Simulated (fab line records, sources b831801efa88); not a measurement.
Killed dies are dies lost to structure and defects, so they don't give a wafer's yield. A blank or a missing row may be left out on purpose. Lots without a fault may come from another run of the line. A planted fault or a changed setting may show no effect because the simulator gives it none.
Which tool did it? | flow sky130 | 12 lots, 36 wafers sampled, at 3 steps of a route of 708

WHAT THE GAUGES READ, wafer by wafer
SKY_GATE_OXIDE_THK_MEAS_02. Usual: GATE_OXIDE_OXIDATION_00_THK 10.28 nm, standard deviation 0.19.
lot  | measured     | on            | GATE_OXIDE_OXIDATION_00_THK (nm) | flag
L428 | day 12 19:13 | film_metro-03 | 10.50 10.43 10.47                |
L429 | day 13 11:04 | film_metro-03 | 10.05 10.08 10.00                |
L430 | day 13 17:22 | film_metro-01 | 10.23 10.23 10.25                |
L433 | day 14 13:31 | film_metro-03 | 10.61 10.64 10.73                |
L434 | day 15 07:02 | film_metro-04 | 10.43 10.43 10.42                |
L436 | day 16 00:17 | film_metro-03 | 10.08 10.19 10.22                |
L435 | day 16 00:19 | film_metro-04 | 10.15 10.15 10.16                |
L437 | day 16 08:44 | film_metro-03 | 10.24 10.25 10.12                |
L440 | day 17 07:01 | film_metro-03 | 10.14 10.35 10.34                |
L441 | day 17 16:35 | film_metro-04 | 10.37 10.58 10.57                |
L442 | day 18 04:19 | film_metro-04 | 9.96 10.02 10.16                 |
L444 | day 19 03:05 | film_metro-04 | 10.27 10.38 10.38                |

SKY_LDD_LDN_TW_MEAS_13. Usual: LDD_LDN_TW 1479, standard deviation 15.
lot  | measured     | on            | LDD_LDN_TW                    | flag
L428 | day 22 22:20 | film_metro-02 | 1463 1462 1459                |
L429 | day 23 16:30 | film_metro-02 | 1468 1462 1476                |
L430 | day 24 02:01 | film_metro-03 | 1480 1469 1482                |
L433 | day 24 21:12 | film_metro-03 | 1474 1482 1480                |
L434 | day 25 23:12 | film_metro-02 | 1472 1464 1467                |
L436 | day 26 09:59 | film_metro-03 | 1484 1482 1483                |
L435 | day 26 10:44 | film_metro-02 | 1466 1467 1468                |
L437 | day 26 20:04 | film_metro-02 | 1466 1464 1466                |
L440 | day 27 15:38 | film_metro-04 | 1505 1504 1514                |
L441 | day 28 01:07 | film_metro-02 | 1350 1354 1356 1354 1353 1353 | OFF
L442 | day 28 16:50 | film_metro-04 | 1393 1389 1391 1393 1389 1391 | OFF
L444 | day 29 09:56 | film_metro-02 | 1464 1463 1470                |

WHICH TOOL RAN EACH LOT (tool, then ch and the chambers of the sampled wafers, then the start)
lot  | SKY_LDD_LDN_IMPLANT_08
L428 | implanter-02 ch 0, day 22 21:38
L429 | implanter-01 ch 0, day 23 15:48
L430 | implanter-03 ch 0, day 24 01:20
L433 | implanter-02 ch 0, day 24 20:30
L434 | implanter-03 ch 0, day 25 22:30
L436 | implanter-01 ch 0, day 26 09:17
L435 | implanter-03 ch 0, day 26 10:04
L437 | implanter-02 ch 0, day 26 19:22
L440 | implanter-02 ch 0, day 27 14:57
L441 | implanter-02 ch 0, day 28 00:27
L442 | implanter-02 ch 0, day 28 16:09
L444 | implanter-03 ch 0, day 29 09:14
- SKY_LDD_LDN_IMPLANT_08

WHAT THE TOOLS THEMSELVES READ (means of the sampled wafers that have a number; where no wafer has one, the mark that the record gives instead)
SKY_LDD_LDN_IMPLANT_08. Usual: dose_ions_cm2 1.2497e+13, standard deviation 1.4e+10; faraday_current_uA 70.4, standard deviation 1.5.
lot  | tool         | dose_ions_cm2 | faraday_current_uA | flag
L428 | implanter-02 | 1.2488e+13    | 72.0               |
L429 | implanter-01 | 1.2490e+13    | 71.0               |
L430 | implanter-03 | 1.2487e+13    | 69.3               |
L433 | implanter-02 | 1.2499e+13    | 70.9               |
L434 | implanter-03 | 1.2495e+13    | 70.2               |
L436 | implanter-01 | 1.2506e+13    | 70.7               |
L435 | implanter-03 | 1.2509e+13    | 71.2               |
L437 | implanter-02 | 1.2492e+13    | 69.9               |
L440 | implanter-02 | 1.2520e+13    | 71.2               |
L441 | implanter-02 | 1.2480e+12    | 7.0                | OFF
L442 | implanter-02 | 1.2567e+12    | 7.0                | OFF
L444 | implanter-03 | 1.2503e+13    | 70.4               |

THE ANSWER, worked out from the rows above alone
Rule: a lot is off if the mean of its wafers that have a number lies more than 3 standard deviations from the usual mean. A lot without any number at a reading at which 4 lots or more have one is off too. The other lots that the step has rows for count as sound. The gauges are gone through in route order, then the tools' own readings, and for those a lot's mean is taken as printed above. The first step at which some lot is off is used, and at that step the reading that is off furthest; a lot without a number counts as furthest.
Off: L441, L442, at SKY_LDD_LDN_TW_MEAS_13 (LDD_LDN_TW).
A tool fits if, at a process step before that reading, it ran every lot that is off, and no sound lot after the first of them. The gauges at SKY_LDD_LDN_TW_MEAS_13 aren't tried: what is off there is off at SKY_LDD_LDN_IMPLANT_08 too, on other tools, and a gauge's error can't cause that. One fits: implanter-02 at SKY_LDD_LDN_IMPLANT_08. Its last sound lot is L440 (day 27 14:57), its first lot that is off L441 (day 28 00:27): a fault that began between those two fits.
The tool's own readings at SKY_LDD_LDN_IMPLANT_08 bear it out: on the lots that are off they differ by more than 5 times the standard deviation of the sound lots' means. dose_ions_cm2 reads 1.2524e+12 there against 1.2499e+13 on the sound lots; faraday_current_uA reads 7.0 there against 70.7 on the sound lots.

WHAT THE SIMULATOR HAD PUT IN
Process parameter drift: implanter-02, from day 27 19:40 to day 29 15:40, at SKY_LDD_LDN_IMPLANT_08. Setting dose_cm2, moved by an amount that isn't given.
Lots struck among those shown: L441, L442. The rule above found the same.
